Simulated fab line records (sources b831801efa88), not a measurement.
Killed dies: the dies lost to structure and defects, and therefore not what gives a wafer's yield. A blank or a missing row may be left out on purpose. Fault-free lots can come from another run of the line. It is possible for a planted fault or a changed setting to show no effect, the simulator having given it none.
Shared-tool check -- flow gf180mcu -- Sample size 12 lots and 42 wafers

== WHY THIS WAS OPENED ==
Of 12 lots, 2 have the reading STI_OXIDATION_THK flagged at GF_STI_THK_MEAS_02. No-fault wafers: 10.04 nm, standard deviation 0.2.
Rule: flag the lot when none of its wafers has a number, or when each of its wafers that has one lies beyond 4 standard deviations from that mean. The other lots count as sound.

lot,measured,on,"STI_OXIDATION_THK (nm), wafer by wafer",flag
L255,day 1 11:32,filmMetro-04,9.77 10.02 10.03,
L256,day 1 16:31,filmMetro-02,9.76 9.91 9.88,
L257,day 1 21:34,filmMetro-02,9.98 10.09 10.14,
L258,day 2 02:31,filmMetro-03,10.39 10.20 10.15,
L259,day 2 07:31,filmMetro-03,10.10 10.03 9.91,
L261,day 2 18:20,filmMetro-04,9.98 10.05 10.01,
L263,day 3 03:31,filmMetro-03,10.26 10.16 10.28,
L264,day 3 08:32,filmMetro-04,11.47 11.41 11.48 11.51 11.38 11.57,FLAGGED
L266,day 3 18:31,filmMetro-03,11.61 11.54 11.50 11.60 11.54 11.47,FLAGGED
L270,day 4 15:16,filmMetro-04,9.96 10.09 10.17,
L271,day 4 19:58,filmMetro-02,9.86 9.87 9.85,
L275,day 5 15:31,filmMetro-03,10.02 10.00 10.07,
The mean of the flagged lots' numbers is 11.51 nm, +1.47 nm from the usual (+7 standard deviations).

== WHICH TOOL EACH LOT WENT THROUGH ==
The record holds 1 process step before the reading, out of a route of 602 steps. Every cell lists first the tool, next ch and the chambers used by the sampled wafers, and last the start.
lot,flag,GF_STI_OXIDATION_01
L255,,"furnace-01 ch 0, day 1 10:07"
L256,,"furnace-01 ch 0, day 1 15:07"
L257,,"furnace-02 ch 0, day 1 20:10"
L258,,"furnace-02 ch 0, day 2 01:07"
L259,,"furnace-02 ch 0, day 2 06:07"
L261,,"furnace-02 ch 0, day 2 16:56"
L263,,"furnace-02 ch 0, day 3 02:07"
L264,FLAGGED,"furnace-02 ch 0, day 3 07:07"
L266,FLAGGED,"furnace-02 ch 0, day 3 17:07"
L270,,"furnace-01 ch 0, day 4 13:51"
L271,,"furnace-01 ch 0, day 4 18:32"
L275,,"furnace-01 ch 0, day 5 14:07"
These steps, and what they do:
- GF_STI_OXIDATION_01: stabilise 600 s, purge 300 s, target thk 10 nm.
- GF_STI_THK_MEAS_02

== FLAGGED OVER TOTAL, TOOL BY TOOL (the gauges that took the reading come last) ==
step,tool,lots run,flagged,share of the flagged lots,sound lots run after its first flagged lot
GF_STI_OXIDATION_01,furnace-01,5,0,none,-
GF_STI_OXIDATION_01,furnace-02,7,2,all,0
GF_STI_THK_MEAS_02,filmMetro-02,3,0,none,-
GF_STI_THK_MEAS_02,filmMetro-03,5,1,some,1 (L275)
GF_STI_THK_MEAS_02,filmMetro-04,4,1,some,1 (L270)

== WHAT THE TABLE ALLOWS ==
Rows of the table that ran each flagged lot: 1, that is furnace-02 at GF_STI_OXIDATION_01.
- furnace-02 at GF_STI_OXIDATION_01: 2 of its 7 lots flagged. Its last sound lot is L263 (day 3 02:07), its first flagged lot L264 (day 3 07:07): a fault that began between those two fits.
furnace-02 at GF_STI_OXIDATION_01 is the single tool remaining.

== WHAT THE SIMULATOR HAD PUT IN ==
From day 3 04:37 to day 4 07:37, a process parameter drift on furnace-02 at GF_STI_OXIDATION_01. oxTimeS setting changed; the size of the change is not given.
Lots struck among those shown: L264, L266. The rule given above showed the same thing.
